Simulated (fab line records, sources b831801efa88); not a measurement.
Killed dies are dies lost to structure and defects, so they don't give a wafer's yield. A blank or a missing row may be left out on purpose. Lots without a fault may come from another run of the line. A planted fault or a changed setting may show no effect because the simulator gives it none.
One fault seen from 2 desks | flow gf180mcu | each desk has only its own numbers; what lay behind them comes last

THE METROLOGY DESK
What the gauges read, lot by lot, whatever tool the lot ran on: means of the sampled wafers that have a number. A lot is out of limits, marked OUT, if its mean lies more than 4 standard deviations from the usual mean; the brackets give that distance.
Columns: A = V1_CVD_00_THK at GF_V1_THK_MEAS_01, usual 626 nm
lot  | first seen here | A
L383 | day 18 12:50    | 632
L384 | day 18 19:23    | 620
L385 | day 19 03:44    | 627
L387 | day 19 22:26    | 631
L388 | day 20 11:21    | 622
L389 | day 20 18:25    | 627
L390 | day 21 03:53    | 625
L391 | day 21 13:48    | 619
L397 | day 23 11:58    | 620
L400 | day 24 12:49    | 628
L401 | day 24 23:43    | 629
L402 | day 25 01:49    | 630
L403 | day 25 06:46    | 631
This desk's finding: nothing out of limits on any of the 13 lots.

THE TOOL OWNER'S DESK: rie_diel-03
The tool's own readings at GF_HV_LDD_ETCHBACK_58 (etches Si3N4 in CH3F/O2, stops on SiO2, time 100 s, target depth 90 nm): means of the sampled wafers that have a number, for each lot that ran on this tool. A lot is out of limits, marked OUT, if its mean lies more than 4 standard deviations from the usual mean; the brackets give that distance.
Columns: A = chamber_pressure_mTorr at GF_HV_LDD_ETCHBACK_58, usual 24.996 mTorr; B = drypump_motor_current_A at GF_HV_LDD_ETCHBACK_58, usual 5.8 A; C = oes_product_au at GF_HV_LDD_ETCHBACK_58, usual 0.843 a.u.; D = run_length_s at GF_HV_LDD_ETCHBACK_58, usual 128.3 s; E = throttle_valve_pct at GF_HV_LDD_ETCHBACK_58, usual 10.560 %
lot  | first seen here | A      | B   | C                | D               | E
L384 | day 13 21:10    | 24.986 | 5.5 | 0.838            | 128.9           | 10.554
L387 | day 14 22:58    | 25.001 | 5.8 | 0.842            | 128.0           | 10.562
L388 | day 15 10:53    | 24.992 | 5.6 | 0.944 (+14) OUT  | 115.2 (-26) OUT | 10.586
L390 | day 16 00:55    | 24.999 | 5.7 | 0.892 (+6.7) OUT | 122.0 (-13) OUT | 10.573
L400 | day 19 10:25    | 24.995 | 5.8 | 0.847            | 128.2           | 10.560
This desk's finding: out of limits on L388, L390; first on L388, day 15 10:53 (oes_product_au at GF_HV_LDD_ETCHBACK_58). In limits: L384, L387, L400.

PUT TOGETHER
The tool owner's desk could have raised an alarm at day 15 10:53, on L388, L390.
The metrology desk saw nothing out of limits.
The metrology desk has L388, L390 on record, within its limits.
Of the lots named, all ran GF_HV_LDD_ETCHBACK_58 on rie_diel-03.

WHAT THE SIMULATOR HAD PUT IN
Process parameter drift: rie_diel-03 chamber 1, from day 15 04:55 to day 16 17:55, at GF_HV_LDD_ETCHBACK_58. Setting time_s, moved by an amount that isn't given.
Lots struck among those shown: L388, L390.
Hours from the fault's start to each desk's first reading out of limits: the tool owner's desk, 6.
